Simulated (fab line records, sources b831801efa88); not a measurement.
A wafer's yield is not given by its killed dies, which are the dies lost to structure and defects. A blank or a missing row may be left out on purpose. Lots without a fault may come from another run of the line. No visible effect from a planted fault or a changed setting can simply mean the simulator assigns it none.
Matching of chambers | flow gf180mcu | GF_V3_CMP_04 on cmp-02: 4 sister chambers
The step polishes SiO2. 8 wafers are shown with their chamber, then 8 later ones without.

## WAFERS PAIRED WITH THEIR CHAMBERS
wafer  | chamber | motor_current_A (A) | time_to_endpoint_s (s)
L701.4 | 1       | 13.9                | 93
L707.5 | 3       | 12.4                | 85
L710.2 | 1       | 13.8                | 74
L710.6 | 2       | 12.7                | 79
L711.1 | 2       | 12.9                | 81
L711.2 | 0       | 10.9                | 83
L711.6 | 3       | 12.3                | 75
L713.4 | 0       | 11.0                | 88

## WAFERS WITHOUT THEIR CHAMBER
wafer  | motor_current_A (A) | time_to_endpoint_s (s)
L713.5 | 13.4                | 91
L713.6 | 11.1                | 92
L714.2 | 14.3                | 85
L714.4 | 12.7                | 80
L714.5 | 15.4                | 90
L716.2 | 12.9                | 81
L716.4 | 14.0                | 80
L716.6 | 12.2                | 88

## WHICH CHAMBER EACH WENT THROUGH
wafer  | from the rows above     | in truth
L713.5 | can't be placed: 1 or 2 | 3
L713.6 | 0                       | 0
L714.2 | 1                       | 1
L714.4 | 2                       | 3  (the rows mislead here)
L714.5 | 1                       | 1
L716.2 | 2                       | 2
L716.4 | 1                       | 1
L716.6 | 3                       | 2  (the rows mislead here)
5 of 8 placed correctly. From these rows, 1 cannot be placed; in 0 the true chamber is one of the candidates. Placed wrongly: 2.
How it was worked out, from the rows above alone: a wafer's distance from a chamber is the root of the sum, over the readings, of the square of ((its reading less the chamber's mean) divided by the reading's scatter). If the next closest chamber is less than 2 further off than the closest, the wafer can't be placed; otherwise it belongs to the closest. Each chamber's mean is taken over the wafers shown for it. The scatter: the root of (the sum of the squares of (reading less its chamber's mean) over the shown wafers, divided by (wafers less chambers)).
